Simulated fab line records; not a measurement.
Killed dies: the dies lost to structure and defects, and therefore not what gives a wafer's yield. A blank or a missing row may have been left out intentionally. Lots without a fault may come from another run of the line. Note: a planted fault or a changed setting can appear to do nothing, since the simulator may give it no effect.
Which of the tools did it? -- flow gf180mcu -- Sampling: 14 lots, 42 wafers, 4 of 602 route steps

== WHAT THE GAUGES READ, wafer by wafer ==
GF_TOP_METAL_CD_MEAS_14: the cd target is 440 nm.
lot,measured,on,cd-nm (nm)
L673,day 27 23:01,cd-sem-01,436.1 437.5 440.4
L674,day 28 05:13,cd-sem-01,439.0 437.7 439.3
L675,day 28 15:50,cd-sem-01,438.7 441.2 440.4
L676,day 28 23:55,cd-sem-01,437.0 436.3 437.1
L677,day 29 03:31,cd-sem-02,442.3 443.4 442.0
L678,day 29 17:02,cd-sem-02,439.2 439.6 440.8
L679,day 30 00:31,cd-sem-01,442.6 440.9 441.6
L680,day 30 07:34,cd-sem-02,439.1 437.6 439.2
L682,day 30 19:10,cd-sem-01,436.1 438.5 438.2
L690,day 33 02:39,cd-sem-01,437.3 438.1 439.9
L692,day 33 12:28,cd-sem-02,439.4 438.5 436.7
L693,day 33 15:16,cd-sem-01,441.3 439.2 439.4
L694,day 33 21:52,cd-sem-02,437.9 438.1 438.7
L696,day 34 08:56,cd-sem-02,440.4 438.3 440.2

GF_PASSIVATION_THK_MEAS_03.
lot,measured,on,PASSIVATION_CVD_02_THK (nm)
L673,day 28 00:18,film-metro-04,690 689 708
L674,day 28 06:37,film-metro-04,709 710 715
L675,day 28 17:19,film-metro-03,704 695 715
L676,day 29 01:11,film-metro-04,697 695 700
L677,day 29 04:48,film-metro-03,691 690 692
L678,day 29 18:24,film-metro-04,678 696 706
L679,day 30 02:08,film-metro-03,701 693 706
L680,day 30 08:53,film-metro-04,688 681 688
L682,day 30 20:27,film-metro-01,684 694 697
L690,day 33 03:58,film-metro-03,698 683 708
L692,day 33 13:44,film-metro-01,690 706 712
L693,day 33 16:33,film-metro-03,705 704 721
L694,day 33 23:17,film-metro-03,692 709 697
L696,day 34 10:18,film-metro-01,695 709 703

== WHICH TOOL RAN EACH LOT (tool, then ch and the chambers of the sampled wafers, then the start) ==
lot,GF_HV_LDD_CVD_54,GF_V5_ETCH_16
L673,"lpcvd-01 ch 1, day 12 06:07","rie-diel-03 ch 0,1,3, day 26 22:56"
L674,"lpcvd-01 ch 1, day 12 13:07","rie-diel-03 ch 0,3, day 27 06:01"
L675,"lpcvd-01 ch 0, day 13 00:07","rie-diel-03 ch 0,2,3, day 27 19:26"
L676,"lpcvd-01 ch 0, day 13 08:10","rie-diel-02 ch 0,2,3, day 28 02:43"
L677,"lpcvd-02 ch 1, day 13 14:04","rie-diel-03 ch 0,1,2, day 28 06:34"
L678,"lpcvd-01 ch 0, day 14 02:37","rie-diel-03 ch 1,2,3, day 28 20:31"
L679,"lpcvd-01 ch 0, day 14 11:07","rie-diel-02 ch 1,2,3, day 29 04:13"
L680,"lpcvd-01 ch 1, day 14 18:34","rie-diel-03 ch 0,1,3, day 29 11:41"
L682,"lpcvd-02 ch 0, day 15 08:19","rie-diel-03 ch 1,3, day 29 23:25"
L690,"lpcvd-01 ch 0, day 18 07:31","rie-diel-04 ch 0,1,3, day 32 09:04"
L692,"lpcvd-02 ch 1, day 18 22:11","rie-diel-02 ch 2,3, day 32 19:13"
L693,"lpcvd-02 ch 1, day 19 05:04","rie-diel-04 ch 0,2, day 32 22:31"
L694,"lpcvd-01 ch 1, day 19 15:22","rie-diel-02 ch 1,3, day 33 05:05"
L696,"lpcvd-02 ch 1, day 20 04:55","rie-diel-02 ch 0,1,3, day 33 16:40"
- GF_HV_LDD_CVD_54: deposits SiO2 from TEOS, target thk 10 nm, time 75 s.
- GF_V5_ETCH_16: etches BARC in N2/H2.

== WHAT THE TOOLS THEMSELVES READ (means of the sampled wafers that have a number; where no wafer has one, the mark that the record gives instead) ==
GF_HV_LDD_CVD_54.
lot,tool,spike-tc-upper-C (C)
L673,lpcvd-01,681.2
L674,lpcvd-01,680.1
L675,lpcvd-01,680.8
L676,lpcvd-01,679.8
L677,lpcvd-02,681.2
L678,lpcvd-01,680.0
L679,lpcvd-01,681.0
L680,lpcvd-01,680.1
L682,lpcvd-02,678.6
L690,lpcvd-01,680.9
L692,lpcvd-02,681.5
L693,lpcvd-02,681.1
L694,lpcvd-01,680.4
L696,lpcvd-02,681.7

GF_V5_ETCH_16.
lot,tool,chamber-pressure-mTorr (mTorr),drypump-motor-current-A (A),oes-product-au (a.u.),throttle-valve-pct (%)
L673,rie-diel-03,30.02,5.8,0.855,13.225
L674,rie-diel-03,30.00,5.6,0.857,13.236
L675,rie-diel-03,29.98,5.8,0.854,13.226
L676,rie-diel-02,29.96,5.6,0.856,13.230
L677,rie-diel-03,30.02,6.1,0.854,13.217
L678,rie-diel-03,30.00,5.9,0.852,13.225
L679,rie-diel-02,30.00,6.0,0.852,13.223
L680,rie-diel-03,30.00,5.8,0.851,13.223
L682,rie-diel-03,30.01,5.6,0.856,13.226
L690,rie-diel-04,30.01,6.0,0.852,13.219
L692,rie-diel-02,30.00,5.8,0.856,13.230
L693,rie-diel-04,29.98,5.8,0.852,13.227
L694,rie-diel-02,30.01,6.1,0.854,13.221
L696,rie-diel-02,29.98,5.8,0.857,13.229

== THE ANSWER, worked out from the rows above alone ==
Rule: usual is defined by the lots themselves. The widest of any qualifying gaps counts: lots, ordered by their means at a reading, are off when they make up no more than a third of the lots, leave a main group of 4 or more, and stand apart from it by 3 or more times the standard deviation of that group's means. If all means in a main group match to the digits the tables above print for the reading, that group is not used. A lot without any number at a reading at which 4 lots or more have one is off too. Where the step has rows for the other lots, those lots are counted as sound. First the gauges in route order, then the tools' own readings, where a lot's mean is used as printed above. The first step at which some lot is off is used, and at that step the reading that is off furthest; a lot without a number counts as furthest.
No lot is off on any of the readings shown, so nothing can be concluded from this.

== WHAT THE SIMULATOR HAD PUT IN ==
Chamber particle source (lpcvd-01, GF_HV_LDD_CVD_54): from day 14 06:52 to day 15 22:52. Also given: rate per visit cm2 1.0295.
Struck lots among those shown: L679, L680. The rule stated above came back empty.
